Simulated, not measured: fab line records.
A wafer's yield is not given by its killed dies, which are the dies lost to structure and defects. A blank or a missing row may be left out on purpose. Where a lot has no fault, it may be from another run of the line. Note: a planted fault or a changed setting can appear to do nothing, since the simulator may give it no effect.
Matching of chambers || flow sky130 || 4 sister chambers for SKY_VIA4_CMP_02 on cmp-02
The step polishes SiO2. 20 wafers are shown with their chamber, then 10 later ones without.

WAFERS PAIRED WITH THEIR CHAMBERS
{"wafer": "L075.2", "chamber": 2, "motor current A (A)": 15.8}
{"wafer": "L075.3", "chamber": 0, "motor current A (A)": 12.5}
{"wafer": "L075.4", "chamber": 3, "motor current A (A)": 13.6}
{"wafer": "L077.2", "chamber": 0, "motor current A (A)": 12.5}
{"wafer": "L077.3", "chamber": 2, "motor current A (A)": 14.8}
{"wafer": "L077.5", "chamber": 1, "motor current A (A)": 11.0}
{"wafer": "L079.2", "chamber": 2, "motor current A (A)": 15.6}
{"wafer": "L079.4", "chamber": 0, "motor current A (A)": 11.9}
{"wafer": "L079.5", "chamber": 1, "motor current A (A)": 10.2}
{"wafer": "L081.1", "chamber": 0, "motor current A (A)": 12.0}
{"wafer": "L081.2", "chamber": 1, "motor current A (A)": 10.0}
{"wafer": "L081.5", "chamber": 0, "motor current A (A)": 12.4}
{"wafer": "L081.3", "chamber": 2, "motor current A (A)": 14.7}
{"wafer": "L081.4", "chamber": 3, "motor current A (A)": 13.9}
{"wafer": "L081.6", "chamber": 1, "motor current A (A)": 10.7}
{"wafer": "L082.2", "chamber": 3, "motor current A (A)": 13.9}
{"wafer": "L082.3", "chamber": 0, "motor current A (A)": 11.4}
{"wafer": "L082.5", "chamber": 0, "motor current A (A)": 11.8}
{"wafer": "L087.1", "chamber": 0, "motor current A (A)": 11.6}
{"wafer": "L087.3", "chamber": 1, "motor current A (A)": 10.1}

SIGNATURES (averages over the wafers above)
{"reading": "motor current A", "chamber 0": 12.012, "chamber 1": 10.400, "chamber 2": 15.225, "chamber 3": 13.800, "scatter within a chamber": 0.43}
Rule: for each reading, subtract the chamber's mean from the wafer's reading, divide by that reading's scatter and square the result; add these up over the readings and take the root, which gives the wafer's distance from the chamber. If the next closest chamber is less than 2 further off than the closest, the wafer can't be placed; otherwise it belongs to the closest. The scatter: the root of (the sum of the squares of (reading less its chamber's mean) over the shown wafers, divided by (wafers less chambers)).

WAFERS MISSING THEIR CHAMBER
{"wafer": "L087.6", "motor current A (A)": 10.6}
{"wafer": "L088.2", "motor current A (A)": 10.0}
{"wafer": "L088.3", "motor current A (A)": 15.6}
{"wafer": "L088.4", "motor current A (A)": 11.6}
{"wafer": "L089.2", "motor current A (A)": 13.9}
{"wafer": "L089.5", "motor current A (A)": 10.0}
{"wafer": "L089.6", "motor current A (A)": 12.0}
{"wafer": "L095.1", "motor current A (A)": 11.4}
{"wafer": "L095.3", "motor current A (A)": 14.9}
{"wafer": "L095.5", "motor current A (A)": 14.9}

WHICH CHAMBER EACH WENT THROUGH
{"wafer": "L087.6", "from the rows above": 1, "in truth": 1}
{"wafer": "L088.2", "from the rows above": 1, "in truth": 1}
{"wafer": "L088.3", "from the rows above": 2, "in truth": 2}
{"wafer": "L088.4", "from the rows above": "can't be placed: 0 or 1", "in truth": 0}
{"wafer": "L089.2", "from the rows above": 3, "in truth": 3}
{"wafer": "L089.5", "from the rows above": 1, "in truth": 1}
{"wafer": "L089.6", "from the rows above": 0, "in truth": 0}
{"wafer": "L095.1", "from the rows above": "can't be placed: 0 or 1", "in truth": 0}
{"wafer": "L095.3", "from the rows above": "can't be placed: 2 or 3", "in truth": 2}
{"wafer": "L095.5", "from the rows above": "can't be placed: 2 or 3", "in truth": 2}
Correctly placed: 6 of 10. From these rows, 4 cannot be placed; in 4 the true chamber is one of the candidates. Placed wrongly: 0.
